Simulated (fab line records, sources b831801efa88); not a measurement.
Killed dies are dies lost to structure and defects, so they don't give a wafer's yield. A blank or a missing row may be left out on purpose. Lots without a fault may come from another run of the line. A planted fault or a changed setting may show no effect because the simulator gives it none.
Which tool did it? | flow gf180mcu | 11 lots, 33 wafers sampled, at 5 steps of a route of 602

WHAT THE GAUGES READ, wafer by wafer
GF_M4_THK_MEAS_06: measures by xrf.
lot  | measured     | on            | M4_ALCU_THK (nm)
L811 | day 23 11:18 | film_metro-01 | 451 446 452
L812 | day 23 14:18 | film_metro-02 | 454 451 449
L815 | day 24 16:13 | film_metro-01 | 452 460 442
L816 | day 25 04:53 | film_metro-01 | 452 452 452
L823 | day 27 16:15 | film_metro-04 | 462 457 453
L824 | day 27 22:34 | film_metro-04 | 453 444 459
L825 | day 28 00:20 | film_metro-01 | 458 453 450
L826 | day 28 09:05 | film_metro-02 | 450 446 451
L828 | day 28 21:20 | film_metro-04 | 443 446 444
L831 | day 29 16:14 | film_metro-02 | 455 463 460
L832 | day 29 19:05 | film_metro-04 | 452 453 451

GF_M4_OVL_MEAS_15.
lot  | measured     | on         | M4_OVL (nm)
L811 | day 24 09:44 | overlay-01 | -3 -11 -3
L812 | day 24 13:23 | overlay-02 | 5 -1 0
L815 | day 25 13:50 | overlay-01 | -6 -2 -9
L816 | day 26 02:35 | overlay-02 | -3 -4 -5
L823 | day 28 11:36 | overlay-01 | 3 -1 -2
L824 | day 28 17:13 | overlay-01 | 2 6 -5
L825 | day 28 19:55 | overlay-01 | 4 3 3
L826 | day 29 04:23 | overlay-02 | -6 0 -9
L828 | day 29 16:42 | overlay-02 | -7 -4 -5
L831 | day 30 10:50 | overlay-02 | -13 -9 -9
L832 | day 30 13:52 | overlay-01 | 2 2 -1

GF_PASSIVATION_THK_MEAS_01.
lot  | measured     | on            | PASSIVATION_CVD_00_THK (nm)
L811 | day 29 01:13 | film_metro-03 | 988 1003 1018
L812 | day 29 05:26 | film_metro-02 | 984 996 1001
L815 | day 30 00:00 | film_metro-02 | 981 1001 855
L816 | day 30 12:07 | film_metro-04 | 965 982 827
L823 | day 32 14:56 | film_metro-03 | 1000 996 1008
L824 | day 32 18:14 | film_metro-02 | 1019 1033 1027
L825 | day 32 20:29 | film_metro-03 | 984 996 990
L826 | day 33 03:57 | film_metro-03 | 993 1002 1002
L828 | day 33 14:26 | film_metro-04 | 1009 1002 1003
L831 | day 34 06:49 | film_metro-02 | 983 1003 1003
L832 | day 34 09:24 | film_metro-04 | 972 1010 1005

WHICH TOOL RAN EACH LOT (tool, then ch and the chambers of the sampled wafers, then the start)
lot  | GF_TOP_METAL_SPUTTER_02      | GF_PASSIVATION_CVD_00
L811 | pvd_sputter-02, day 28 04:51 | pecvd-03 ch 0,1,2, day 29 01:05
L812 | pvd_sputter-04, day 28 08:39 | pecvd-02 ch 0,1,2, day 29 05:22
L815 | pvd_sputter-02, day 29 04:35 | pecvd-02 ch 0,1,2, day 29 23:55
L816 | pvd_sputter-02, day 29 17:16 | pecvd-02 ch 0,1,2, day 30 12:01
L823 | pvd_sputter-03, day 31 20:55 | pecvd-03 ch 0,1,2, day 32 14:51
L824 | pvd_sputter-02, day 32 00:38 | pecvd-04 ch 0,1, day 32 18:09
L825 | pvd_sputter-03, day 32 02:44 | pecvd-02 ch 0,2, day 32 20:23
L826 | pvd_sputter-02, day 32 10:25 | pecvd-02 ch 0,2, day 33 03:52
L828 | pvd_sputter-03, day 32 21:25 | pecvd-02 ch 0,1,2, day 33 14:22
L831 | pvd_sputter-03, day 33 14:02 | pecvd-02 ch 0,1, day 34 06:43
L832 | pvd_sputter-03, day 33 17:19 | pecvd-02 ch 0,1, day 34 09:19
- GF_TOP_METAL_SPUTTER_02: material AlCu, target thk 900 nm, time 47.82 s.
- GF_PASSIVATION_CVD_00: deposits SiO2 from TEOS, target thk 1000 nm, time 111.95 s.

WHAT THE TOOLS THEMSELVES READ (means of the sampled wafers that have a number; where no wafer has one, the mark that the record gives instead)
GF_TOP_METAL_SPUTTER_02.
lot  | tool           | throttle_valve_pct (%)
L811 | pvd_sputter-02 | 29.3
L812 | pvd_sputter-04 | 29.2
L815 | pvd_sputter-02 | 28.9
L816 | pvd_sputter-02 | 28.9
L823 | pvd_sputter-03 | 30.4
L824 | pvd_sputter-02 | 28.8
L825 | pvd_sputter-03 | 29.5
L826 | pvd_sputter-02 | 29.3
L828 | pvd_sputter-03 | 30.6
L831 | pvd_sputter-03 | 30.5
L832 | pvd_sputter-03 | 29.5

GF_PASSIVATION_CVD_00.
lot  | tool     | heater_power_w (W) | susceptor_temp_C (C)
L811 | pecvd-03 | 746                | 399.94
L812 | pecvd-02 | 668                | 399.94
L815 | pecvd-02 | 576                | 400.08
L816 | pecvd-02 | 673                | 400.06
L823 | pecvd-03 | 734                | 400.28
L824 | pecvd-04 | 610                | 400.02
L825 | pecvd-02 | 689                | 399.95
L826 | pecvd-02 | 689                | 400.12
L828 | pecvd-02 | 610                | 399.95
L831 | pecvd-02 | 571                | 399.92
L832 | pecvd-02 | 565                | 400.15

THE ANSWER, worked out from the rows above alone
Rule: what is usual is taken from the lots themselves. Put in order of their means at a reading, lots are off if they are a third of the lots or fewer, leave a main group of 4 or more, and stand apart from it by a gap of 3 or more times the standard deviation of the main group's means; of several such gaps the widest counts. A main group whose means are all the same, to the digits that the tables above print for the reading, isn't used. A lot without any number at a reading at which 4 lots or more have one is off too. The other lots that the step has rows for count as sound. The gauges are gone through in route order, then the tools' own readings, and for those a lot's mean is taken as printed above. The first step at which some lot is off is used, and at that step the reading that is off furthest; a lot without a number counts as furthest.
Off: L815, L816, at GF_PASSIVATION_THK_MEAS_01 (PASSIVATION_CVD_00_THK). The main group: mean 1001 nm, standard deviation 9.9.
A tool fits if, at a process step before that reading, it ran every lot that is off, and no sound lot after the first of them. The gauges at GF_PASSIVATION_THK_MEAS_01 are tried like those tools. None of those tried fits.

WHAT THE SIMULATOR HAD PUT IN
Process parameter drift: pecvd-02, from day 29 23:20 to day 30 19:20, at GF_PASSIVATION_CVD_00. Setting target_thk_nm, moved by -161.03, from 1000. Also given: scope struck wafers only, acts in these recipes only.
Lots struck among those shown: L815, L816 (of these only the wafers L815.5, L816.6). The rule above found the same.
